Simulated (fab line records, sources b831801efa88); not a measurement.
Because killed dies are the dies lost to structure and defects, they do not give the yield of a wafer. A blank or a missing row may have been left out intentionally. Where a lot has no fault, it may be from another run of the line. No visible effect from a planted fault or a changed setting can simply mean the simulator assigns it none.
Check for tools in common    flow gf180mcu    13 lots, 39 wafers sampled

## WHY THIS WAS OPENED
Of 13 lots, 2 have the reading MVSD_TW flagged at GF_MVSD_TW_MEAS_11. Wafers without a fault read 1587, standard deviation 9.9.
Rule: a lot gets a flag if all its wafers with a number sit over 4 standard deviations from that mean, or if no wafer of it has a number. All remaining lots are regarded as sound.

lot   measured      on             MVSD_TW, wafer by wafer  flag
L411  day 4 20:26   film_metro-04  1580 1574 1583           
L412  day 5 01:52   film_metro-01  1572 1589 1587           
L416  day 6 00:58   film_metro-03  1601 1594 1602           
L419  day 6 17:22   film_metro-04  1633 1640 1635           FLAGGED
L420  day 6 23:22   film_metro-01  1629 1630 1645           FLAGGED
L423  day 7 15:16   film_metro-03  1603 1603 1597           
L425  day 8 02:28   film_metro-01  1576 1578 1578           
L426  day 8 08:26   film_metro-03  1589 1595 1577           
L427  day 8 13:22   film_metro-03  1590 1586 1595           
L428  day 8 21:43   film_metro-04  1580 1584 1576           
L430  day 9 07:55   film_metro-01  1576 1580 1583           
L432  day 9 19:35   film_metro-03  1590 1595 1597           
L433  day 10 02:34  film_metro-03  1595 1598 1590           
On average the flagged lots' numbers are 1635, which is +48 against the usual, or +5 standard deviations.

## WHICH TOOL EACH LOT WENT THROUGH
The record holds 1 process step before the reading, out of a route of 602 steps. Read each cell as the tool, then ch plus the chambers that the sampled wafers visited, then the start.
lot   flag     GF_MVSD_IMPLANT_09
L411           implanter-02 ch 0, day 4 20:13
L412           implanter-02 ch 0, day 5 01:38
L416           implanter-03 ch 0, day 6 00:44
L419  FLAGGED  implanter-02 ch 0, day 6 16:40
L420  FLAGGED  implanter-03 ch 0, day 6 22:25
L423           implanter-02 ch 0, day 7 15:02
L425           implanter-02 ch 0, day 8 02:13
L426           implanter-02 ch 0, day 8 08:12
L427           implanter-04 ch 0, day 8 13:07
L428           implanter-04 ch 0, day 8 21:26
L430           implanter-03 ch 0, day 9 07:40
L432           implanter-04 ch 0, day 9 19:20
L433           implanter-02 ch 0, day 10 02:19
What the steps here do:
- GF_MVSD_IMPLANT_09
- GF_MVSD_TW_MEAS_11

## FLAGGED OVER TOTAL, TOOL BY TOOL (the gauges that took the reading come last)
step                tool           lots run  flagged  share of the flagged lots  sound lots run after its first flagged lot
GF_MVSD_IMPLANT_09  implanter-02   7         1        some                       4 (L423,L425,L426,L433)
GF_MVSD_IMPLANT_09  implanter-03   3         1        some                       1 (L430)
GF_MVSD_IMPLANT_09  implanter-04   3         0        none                       -
GF_MVSD_TW_MEAS_11  film_metro-01  4         1        some                       2 (L425,L430)
GF_MVSD_TW_MEAS_11  film_metro-03  6         0        none                       -
GF_MVSD_TW_MEAS_11  film_metro-04  3         1        some                       1 (L428)

## THE TABLE: WHAT IT ALLOWS
No row of the table ran every flagged lot.

## WHAT HAD BEEN PUT IN BY THE SIMULATOR
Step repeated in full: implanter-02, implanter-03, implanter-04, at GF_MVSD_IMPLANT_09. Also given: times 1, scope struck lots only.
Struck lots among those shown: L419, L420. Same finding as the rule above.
